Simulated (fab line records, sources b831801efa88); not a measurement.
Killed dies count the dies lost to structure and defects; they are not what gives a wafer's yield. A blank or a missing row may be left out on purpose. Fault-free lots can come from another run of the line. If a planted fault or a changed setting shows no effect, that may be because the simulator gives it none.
Which tool is to blame? | flow gf180mcu | 36 wafers from 12 lots sampled at 4 of the route's 602 steps

== WHAT EACH GAUGE READ, for each wafer ==
GF_V5_THK_MEAS_01.
lot  | measured     | on            | V5_CVD_00_THK (nm)
L645 | day 27 09:56 | film_metro-03 | 293 294 296
L646 | day 27 22:55 | film_metro-02 | 301 302 298
L647 | day 28 05:22 | film_metro-02 | 299 306 298
L648 | day 28 15:41 | film_metro-03 | 304 301 293
L651 | day 29 15:12 | film_metro-02 | 303 296 301
L652 | day 29 20:30 | film_metro-04 | 302 301 301
L653 | day 30 03:47 | film_metro-02 | 294 303 295
L654 | day 30 06:45 | film_metro-02 | 295 299 304
L655 | day 30 07:33 | film_metro-04 | 293 293 295
L657 | day 31 02:32 | film_metro-04 | 295 296 294
L658 | day 31 12:25 | film_metro-02 | 289 298 299
L666 | day 33 08:33 | film_metro-03 | 300 296 300

GF_TOP_METAL_THK_MEAS_06: measures by xrf.
lot  | measured     | on            | TOP_METAL_ALCU_THK (nm)
L645 | day 28 08:40 | film_metro-04 | 881 882 878
L646 | day 28 21:11 | film_metro-01 | 897 895 896
L647 | day 29 03:47 | film_metro-02 | 879 894 892
L648 | day 29 13:16 | film_metro-02 | 889 895 891
L651 | day 30 12:26 | film_metro-04 | 883 885 890
L652 | day 30 17:59 | film_metro-04 | 871 884 870
L653 | day 31 00:59 | film_metro-02 | 881 902 899
L654 | day 31 03:23 | film_metro-01 | 868 867 877
L655 | day 31 04:34 | film_metro-04 | 890 888 895
L657 | day 31 22:55 | film_metro-01 | 938 928 936
L658 | day 32 09:11 | film_metro-04 | 911 922 906
L666 | day 34 03:05 | film_metro-04 | 879 881 876

== EACH LOT AND THE TOOL THAT RAN IT (in order: tool; ch and the chambers of the sampled wafers; start) ==
lot  | GF_V5_STRIP_18                       | GF_TOP_METAL_SPUTTER_04
L645 | plasma_asher-03 ch 0,1, day 28 06:55 | pvd_sputter-01, day 28 08:31
L646 | plasma_asher-03 ch 0,1, day 28 19:35 | pvd_sputter-04, day 28 21:01
L647 | plasma_asher-03 ch 0,1, day 29 02:10 | pvd_sputter-01, day 29 03:35
L648 | plasma_asher-01 ch 0,1, day 29 11:40 | pvd_sputter-03, day 29 13:07
L651 | plasma_asher-03 ch 0,1, day 30 10:52 | pvd_sputter-01, day 30 12:17
L652 | plasma_asher-03 ch 0,1, day 30 16:25 | pvd_sputter-04, day 30 17:50
L653 | plasma_asher-04 ch 0, day 30 23:04   | pvd_sputter-03, day 31 00:50
L654 | plasma_asher-01 ch 0,1, day 31 01:36 | pvd_sputter-04, day 31 03:13
L655 | plasma_asher-01 ch 0,1, day 31 02:46 | pvd_sputter-04, day 31 04:25
L657 | plasma_asher-04 ch 0,1, day 31 21:19 | pvd_sputter-04, day 31 22:46
L658 | plasma_asher-03 ch 0,1, day 32 07:07 | pvd_sputter-03, day 32 09:02
L666 | plasma_asher-03 ch 1, day 34 01:28   | pvd_sputter-03, day 34 02:55
- GF_V5_STRIP_18: strips in O2/N2.
- GF_TOP_METAL_SPUTTER_04: material TiN, target thk 25 nm, time 20.8 s.

== AS READ BY THE TOOLS THEMSELVES (means over the sampled wafers that have a number; for cases with no such wafer, the mark the record gives instead) ==
GF_V5_STRIP_18.
lot  | tool            | drypump_motor_current_A (A) | heater_power_w (W) | oes_product_au (a.u.)
L645 | plasma_asher-03 | 6.3                         | 319                | 0.571
L646 | plasma_asher-03 | 6.3                         | 319                | 0.571
L647 | plasma_asher-03 | 6.0                         | 344                | 0.574
L648 | plasma_asher-01 | 6.1                         | 352                | 0.565
L651 | plasma_asher-03 | 6.3                         | 313                | 0.571
L652 | plasma_asher-03 | 6.3                         | 314                | 0.567
L653 | plasma_asher-04 | 5.7                         | 355                | 0.567
L654 | plasma_asher-01 | 5.7                         | 344                | 0.565
L655 | plasma_asher-01 | 5.7                         | 347                | 0.568
L657 | plasma_asher-04 | 5.9                         | 345                | 0.567
L658 | plasma_asher-03 | 6.3                         | 320                | 0.565
L666 | plasma_asher-03 | 5.7                         | 379                | 0.572

GF_TOP_METAL_SPUTTER_04.
lot  | tool           | cathode_dc_power_W (W) | chamber_pressure_pa (Pa) | throttle_valve_pct (%)
L645 | pvd_sputter-01 | 6500.5                 | 0.4000                   | 29.5
L646 | pvd_sputter-04 | 6499.3                 | 0.4005                   | 29.9
L647 | pvd_sputter-01 | 6500.3                 | 0.3992                   | 29.5
L648 | pvd_sputter-03 | 6499.2                 | 0.4001                   | 31.1
L651 | pvd_sputter-01 | 6499.3                 | 0.4000                   | 29.5
L652 | pvd_sputter-04 | 6501.2                 | 0.4005                   | 29.0
L653 | pvd_sputter-03 | 6500.7                 | 0.3994                   | 30.5
L654 | pvd_sputter-04 | 6500.7                 | 0.4005                   | 29.5
L655 | pvd_sputter-04 | 6500.7                 | 0.3992                   | 29.4
L657 | pvd_sputter-04 | -                      | -                        | -
L658 | pvd_sputter-03 | -                      | -                        | -
L666 | pvd_sputter-03 | 6500.1                 | 0.4007                   | 30.8

== THE ANSWER, worked out from the rows above alone ==
Rule: the lots themselves supply what counts as usual. Put in order of their means at a reading, lots are off if they are a third of the lots or fewer, leave a main group of 4 or more, and stand apart from it by a gap of 3 or more times the standard deviation of the main group's means; of several such gaps the widest counts. Not used: any main group whose means are identical at the precision the tables above print for the reading. Also off: a lot with no number at a reading for which 4 or more lots have one. All remaining lots with rows at the step are treated as sound. First the gauges in route order, then the tools' own readings, where a lot's mean is used as printed above. At the first step where some lot is off, the reading lying furthest off is the one used; lots without a number count as furthest.
Off, at GF_TOP_METAL_SPUTTER_04 on cathode_dc_power_W: L657, L658. Without a number there: L657, L658. Main group: mean 6500.2 W, sd 0.67.
If a tool, at that step or one of the process steps before it, ran each lot that is off and ran no sound lot following the first of them, it fits. No candidate that was tried fits.

== WHAT WAS PUT IN BY THE SIMULATOR ==
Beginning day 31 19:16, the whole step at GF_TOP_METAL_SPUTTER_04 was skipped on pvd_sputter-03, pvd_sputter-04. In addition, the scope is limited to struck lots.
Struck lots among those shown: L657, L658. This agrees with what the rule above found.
